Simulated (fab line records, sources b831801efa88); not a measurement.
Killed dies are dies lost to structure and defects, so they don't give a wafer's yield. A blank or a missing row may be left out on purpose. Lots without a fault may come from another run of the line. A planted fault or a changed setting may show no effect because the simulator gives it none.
Split-lot experiment | flow sky130 | 5 lots, 23 wafers read, on a route of 708 steps

THE SPLIT
At SKY_CONTACT_COAT_09 (resist thk 450 nm), the setting resist_thk_nm was moved away from the recipe's 450 nm on 11 of the 23 wafers read, by -4.3% to +4.4%. The other wafers ran this setting at the recipe's value.

The reading is taken at the split's own step.

THE READING
KrF-thick_of_CONTACT_COAT_09.thk_nm (the simulator's own value, which no gauge read), in nm, at SKY_CONTACT_COAT_09 (resist thk 450 nm). The file gives no usual value for it. The 12 wafers here that ran the recipe average 449.8 nm, standard deviation 1.1 nm.

wafer  | tool, chamber at the split | resist_thk_nm as run, nm | against the recipe | KrF-thick_of_CONTACT_COAT_09.thk_nm, nm | against lot-mates on the recipe
L077.1 | litho_track-01, 0          | 450                      | recipe             | 449.6                                   | -
L077.4 | litho_track-01, 0          | 450                      | recipe             | 451                                     | -
L077.5 | litho_track-01, 0          | 450                      | recipe             | 450.7                                   | -
L079.1 | litho_track-02, 0          | 430.5                    | -4.3%              | 430.2                                   | -20.1
L079.2 | litho_track-02, 0          | 450                      | recipe             | 451.3                                   | -
L079.4 | litho_track-02, 0          | 430.5                    | -4.3%              | 432.4                                   | -17.9
L079.5 | litho_track-02, 0          | 430.5                    | -4.3%              | 431                                     | -19.3
L079.6 | litho_track-02, 0          | 450                      | recipe             | 449.3                                   | -
L082.1 | litho_track-04, 0          | 470                      | +4.4%              | 470.4                                   | +19.9
L082.4 | litho_track-04, 0          | 470                      | +4.4%              | 470.4                                   | +19.9
L082.2 | litho_track-04, 0          | 450                      | recipe             | 450.4                                   | -
L082.5 | litho_track-04, 0          | 450                      | recipe             | 450.7                                   | -
L082.6 | litho_track-04, 0          | 470                      | +4.4%              | 469.7                                   | +19.2
L083.1 | litho_track-04, 0          | 450                      | recipe             | 448.5                                   | -
L083.2 | litho_track-04, 0          | 468.8                    | +4.2%              | 466.4                                   | +18.6
L083.3 | litho_track-04, 0          | 450                      | recipe             | 447.1                                   | -
L083.4 | litho_track-04, 0          | 468.8                    | +4.2%              | 466.5                                   | +18.7
L083.6 | litho_track-04, 0          | 468.8                    | +4.2%              | 467.4                                   | +19.6
L085.1 | litho_track-04, 0          | 450                      | recipe             | 450.2                                   | -
L085.2 | litho_track-04, 0          | 466.6                    | +3.7%              | 467.6                                   | +17.9
L085.4 | litho_track-04, 0          | 450                      | recipe             | 449.5                                   | -
L085.6 | litho_track-04, 0          | 450                      | recipe             | 449.5                                   | -
L085.5 | litho_track-04, 0          | 466.6                    | +3.7%              | 466.7                                   | +17.0

THE FIT
A straight line over all 23 wafers: KrF-thick_of_CONTACT_COAT_09.thk_nm changes by +4.36 nm for each +1% of resist_thk_nm; r = +1.00; the points scatter about the line by 1.2 nm.
The same after taking each lot's own level away (the mean of its wafers on the recipe; 23 wafers): +4.48 nm for each +1%; r = +1.00; scatter 0.7 nm.
On that fit, the largest move of resist_thk_nm shifts the reading by 20 nm.
The lots' own levels span 447.80 to 450.55 nm, that is 2.4 times the standard deviation above.
So the lot-to-lot level changes the slope little: the two slopes agree.
Check: with one of the wafers moved furthest among these (+4.4%) left out of the fit, the line predicts +20 nm for it against its lot-mates. It came out at +19.9 nm against them.

OTHER SPLITS ON THESE WAFERS
These wafers also went through other splits before the reading. Each is held against what the fit with the lots' levels taken away leaves over:
other split on the same wafers              | wafers away from the commonest value | r with KrF-thick_of_CONTACT_COAT_09.thk_nm (lot level and that fit taken away)
SKY_SD_P_DEVELOP_06 develop_time_s          | 12                                   | +0.15
SKY_SD_P_IMPLANT_09 energy_kev              | 8                                    | -0.01
SKY_SD_N_STRIP_11 o2_flow_sccm              | 7                                    | -0.14
SKY_LI_CONTACT_CMP_02 leave_above_ref_nm    | 10                                   | -0.01
SKY_LI_CONTACT_EXPOSE_09 dose_mj            | 7                                    | -0.34
SKY_LI_CONTACT_CVD_21 temp_c                | 8                                    | -0.07
SKY_LOCAL_INTERCONNECT_COAT_06 spin_rpm     | 8                                    | -0.31
SKY_LOCAL_INTERCONNECT_METAL_ETCH_14 bias_w | 9                                    | +0.29

THE FILE'S OWN FIT
KrF-thick_of_CONTACT_COAT_09.thk_nm changes by +4.5 nm for each +1% of resist_thk_nm, r = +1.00.
